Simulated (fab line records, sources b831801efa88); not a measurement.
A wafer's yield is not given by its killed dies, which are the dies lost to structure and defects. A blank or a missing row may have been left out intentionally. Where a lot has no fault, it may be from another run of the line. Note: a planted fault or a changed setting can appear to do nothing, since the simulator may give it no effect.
Which tool was responsible?	flow sky130	17 wafers from 6 lots sampled at 2 of the route's 708 steps

== WHAT EACH GAUGE READ, for each wafer ==
SKY_PASSIVATION_THK_MEAS_01.
lot	measured	on	PASSIVATION_CVD_00_THK (nm)
L420	day 45 01:54	film_metro-02	88.8 91.6 90.7
L422	day 46 02:46	film_metro-02	88.3 90.1 88.5
L428	day 47 09:37	film_metro-03	89.2 88.5 90.4
L435	day 48 10:01	film_metro-02	121.5 124.0
L438	day 49 02:19	film_metro-02	89.1 89.6 89.9
L440	day 49 13:15	film_metro-01	89.0 90.5 92.5

== WHAT TOOL EACH LOT RAN ON (gives the tool, then ch and the chambers of the sampled wafers, and finally the start) ==
lot	SKY_PASSIVATION_CVD_00
L420	pecvd-02 ch 1,2, day 45 01:52
L422	pecvd-02 ch 0,1,2, day 46 02:45
L428	pecvd-04 ch 0,1,2, day 47 09:35
L435	pecvd-01 ch 1, day 48 09:58
L438	pecvd-04 ch 1,2, day 49 02:16
L440	pecvd-04 ch 0,1, day 49 13:13
- SKY_PASSIVATION_CVD_00: deposits SiO2, target thk 90 nm.

== THE ANSWER, worked out from the rows above alone ==
Rule: what is usual is taken from the lots themselves. Put in order of their means at a reading, lots are off if they are a third of the lots or fewer, leave a main group of 4 or more, and stand apart from it by a gap of 3 or more times the standard deviation of the main group's means; of several such gaps the widest counts. A main group is skipped when, at the precision printed for the reading in the tables above, its means are all equal. Also off: a lot with no number at a reading for which 4 or more lots have one. All remaining lots with rows at the step are treated as sound.
Off: at SKY_PASSIVATION_THK_MEAS_01 (PASSIVATION_CVD_00_THK), L435. The main group has a mean of 89.8 nm with a standard deviation of 0.64.
A tool fits if, at a process step before that reading, it ran every lot that is off, and no sound lot after the first of them. Gauges at SKY_PASSIVATION_THK_MEAS_01: tried the same way as those tools. One fits: pecvd-01 at SKY_PASSIVATION_CVD_00. It ran no sound lot before its first lot that is off in this sample, so the start can't be narrowed down.

== WHAT THE SIMULATOR PUT IN ==
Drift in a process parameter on pecvd-01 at SKY_PASSIVATION_CVD_00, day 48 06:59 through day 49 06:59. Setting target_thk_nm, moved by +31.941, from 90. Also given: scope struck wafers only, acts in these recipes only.
Shown lots that were struck: L435. The rule given above showed the same thing.
